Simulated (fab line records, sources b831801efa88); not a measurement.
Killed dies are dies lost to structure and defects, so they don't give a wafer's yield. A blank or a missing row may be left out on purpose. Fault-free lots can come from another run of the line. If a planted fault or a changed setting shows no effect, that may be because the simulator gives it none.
Check of tool commonality || flow gf180mcu || 33 wafers sampled across 11 lots

== WHY IT WAS OPENED ==
2 of 11 lots carry a flag on the reading MVSD_RS at GF_VT_IMPLANT_RS_MEAS_46. Wafers without a fault read 456.5 ohm/sq, standard deviation 1.2.
Rule: a lot is flagged when every wafer of it that has a number lies more than 4 standard deviations from that mean, or none has a number. As for the other lots, they are considered sound.

{"lot": "L430", "measured": "day 7 12:38", "on": "film metro-04", "MVSD_RS (ohm/sq), wafer by wafer": "456.3 456.3 455.4", "flag": ""}
{"lot": "L431", "measured": "day 7 19:47", "on": "film metro-04", "MVSD_RS (ohm/sq), wafer by wafer": "457.1 456.0 455.9", "flag": ""}
{"lot": "L432", "measured": "day 8 01:13", "on": "film metro-04", "MVSD_RS (ohm/sq), wafer by wafer": "456.7 456.0 455.7", "flag": ""}
{"lot": "L437", "measured": "day 9 18:54", "on": "film metro-02", "MVSD_RS (ohm/sq), wafer by wafer": "457.8 454.5 455.2", "flag": ""}
{"lot": "L442", "measured": "day 10 23:05", "on": "film metro-01", "MVSD_RS (ohm/sq), wafer by wafer": "458.4 457.7 457.2", "flag": ""}
{"lot": "L443", "measured": "day 11 03:35", "on": "film metro-01", "MVSD_RS (ohm/sq), wafer by wafer": "456.4 455.9 454.9", "flag": ""}
{"lot": "L444", "measured": "day 11 11:06", "on": "film metro-04", "MVSD_RS (ohm/sq), wafer by wafer": "458.3 457.5 457.9", "flag": ""}
{"lot": "L446", "measured": "day 12 01:37", "on": "film metro-04", "MVSD_RS (ohm/sq), wafer by wafer": "458.6 457.1 457.9", "flag": ""}
{"lot": "L448", "measured": "day 12 11:52", "on": "film metro-04", "MVSD_RS (ohm/sq), wafer by wafer": "485.0 485.2 484.2", "flag": "FLAGGED"}
{"lot": "L449", "measured": "day 12 22:35", "on": "film metro-01", "MVSD_RS (ohm/sq), wafer by wafer": "486.3 487.3 487.1", "flag": "FLAGGED"}
{"lot": "L451", "measured": "day 13 12:34", "on": "film metro-02", "MVSD_RS (ohm/sq), wafer by wafer": "457.9 457.5 456.1", "flag": ""}
On average the flagged lots' numbers are 485.9 ohm/sq, which is +29.4 ohm/sq against the usual, or +24 standard deviations.

== WHICH TOOL RAN EACH LOT ==
Before the reading, the record contains 2 process steps out of a 602-step route. Cell contents, in order: the tool; ch with the chambers the sampled wafers went through; the start.
{"lot": "L430", "flag": "", "GF_DNWELL_STRIP_08": "plasma asher-02 ch 0,1, day 2 19:59", "GF_MVSD_IMPLANT_09": "implanter-02 ch 0, day 4 10:28"}
{"lot": "L431", "flag": "", "GF_DNWELL_STRIP_08": "plasma asher-04 ch 0,1, day 3 00:17", "GF_MVSD_IMPLANT_09": "implanter-02 ch 0, day 4 15:28"}
{"lot": "L432", "flag": "", "GF_DNWELL_STRIP_08": "plasma asher-02 ch 0,1, day 3 05:05", "GF_MVSD_IMPLANT_09": "implanter-04 ch 0, day 4 20:07"}
{"lot": "L437", "flag": "", "GF_DNWELL_STRIP_08": "plasma asher-02 ch 0, day 4 12:09", "GF_MVSD_IMPLANT_09": "implanter-03 ch 0, day 6 08:05"}
{"lot": "L442", "flag": "", "GF_DNWELL_STRIP_08": "plasma asher-02 ch 0,1, day 5 11:05", "GF_MVSD_IMPLANT_09": "implanter-04 ch 0, day 7 09:49"}
{"lot": "L443", "flag": "", "GF_DNWELL_STRIP_08": "plasma asher-02 ch 0,1, day 5 16:03", "GF_MVSD_IMPLANT_09": "implanter-03 ch 0, day 7 13:52"}
{"lot": "L444", "flag": "", "GF_DNWELL_STRIP_08": "plasma asher-02 ch 0,1, day 5 19:57", "GF_MVSD_IMPLANT_09": "implanter-04 ch 0, day 7 18:53"}
{"lot": "L446", "flag": "", "GF_DNWELL_STRIP_08": "plasma asher-03 ch 0,1, day 6 08:50", "GF_MVSD_IMPLANT_09": "implanter-02 ch 0, day 8 08:46"}
{"lot": "L448", "flag": "FLAGGED", "GF_DNWELL_STRIP_08": "plasma asher-02 ch 0,1, day 6 17:26", "GF_MVSD_IMPLANT_09": "implanter-04 ch 0, day 8 17:46"}
{"lot": "L449", "flag": "FLAGGED", "GF_DNWELL_STRIP_08": "plasma asher-02 ch 0,1, day 6 23:53", "GF_MVSD_IMPLANT_09": "implanter-04 ch 0, day 9 01:28"}
{"lot": "L451", "flag": "", "GF_DNWELL_STRIP_08": "plasma asher-02 ch 0,1, day 7 11:08", "GF_MVSD_IMPLANT_09": "implanter-02 ch 0, day 9 14:20"}
These steps, and what they do:
- GF_DNWELL_STRIP_08: strips in O2/N2.
- GF_MVSD_IMPLANT_09
- GF_VT_IMPLANT_RS_MEAS_46: measures by four-point-probe.

== FLAGGED AGAINST TOTAL, ONE TOOL AT A TIME (gauges that did the reading follow at the end) ==
{"step": "GF_DNWELL_STRIP_08", "tool": "plasma asher-02", "lots run": 9, "flagged": 2, "share of the flagged lots": "all", "sound lots run after its first flagged lot": "1 (L451)"}
{"step": "GF_DNWELL_STRIP_08", "tool": "plasma asher-03", "lots run": 1, "flagged": 0, "share of the flagged lots": "none", "sound lots run after its first flagged lot": "-"}
{"step": "GF_DNWELL_STRIP_08", "tool": "plasma asher-04", "lots run": 1, "flagged": 0, "share of the flagged lots": "none", "sound lots run after its first flagged lot": "-"}
{"step": "GF_MVSD_IMPLANT_09", "tool": "implanter-02", "lots run": 4, "flagged": 0, "share of the flagged lots": "none", "sound lots run after its first flagged lot": "-"}
{"step": "GF_MVSD_IMPLANT_09", "tool": "implanter-03", "lots run": 2, "flagged": 0, "share of the flagged lots": "none", "sound lots run after its first flagged lot": "-"}
{"step": "GF_MVSD_IMPLANT_09", "tool": "implanter-04", "lots run": 5, "flagged": 2, "share of the flagged lots": "all", "sound lots run after its first flagged lot": 0}
{"step": "GF_VT_IMPLANT_RS_MEAS_46", "tool": "film metro-01", "lots run": 3, "flagged": 1, "share of the flagged lots": "some", "sound lots run after its first flagged lot": 0}
{"step": "GF_VT_IMPLANT_RS_MEAS_46", "tool": "film metro-02", "lots run": 2, "flagged": 0, "share of the flagged lots": "none", "sound lots run after its first flagged lot": "-"}
{"step": "GF_VT_IMPLANT_RS_MEAS_46", "tool": "film metro-04", "lots run": 6, "flagged": 1, "share of the flagged lots": "some", "sound lots run after its first flagged lot": 0}

== WHAT THE TABLE ALLOWS ==
plasma asher-02 at GF_DNWELL_STRIP_08 and implanter-04 at GF_MVSD_IMPLANT_09 are the 2 rows of the table that ran each flagged lot.
- plasma asher-02 at GF_DNWELL_STRIP_08 ran 9 lots, 2 of them flagged. Sound lots ran on it after the first flagged one (L451), which a lasting fault on the whole tool wouldn't allow.
- implanter-04 at GF_MVSD_IMPLANT_09 ran 5 lots, 2 of them flagged. Last sound lot L444 at day 7 18:53, first flagged lot L448 at day 8 17:46; a fault beginning in between fits. Its own readings lie more than 4 standard deviations out on every wafer of the flagged lots: dose ions cm2, faraday current uA.
implanter-04 at GF_MVSD_IMPLANT_09 is the single tool remaining.

== WHAT THE SIMULATOR HAD INSERTED ==
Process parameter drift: implanter-04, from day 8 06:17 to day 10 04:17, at GF_MVSD_IMPLANT_09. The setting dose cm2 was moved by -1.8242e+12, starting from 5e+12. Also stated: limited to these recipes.
Struck lots among those shown: L448, L449. This agrees with what the rule above found.
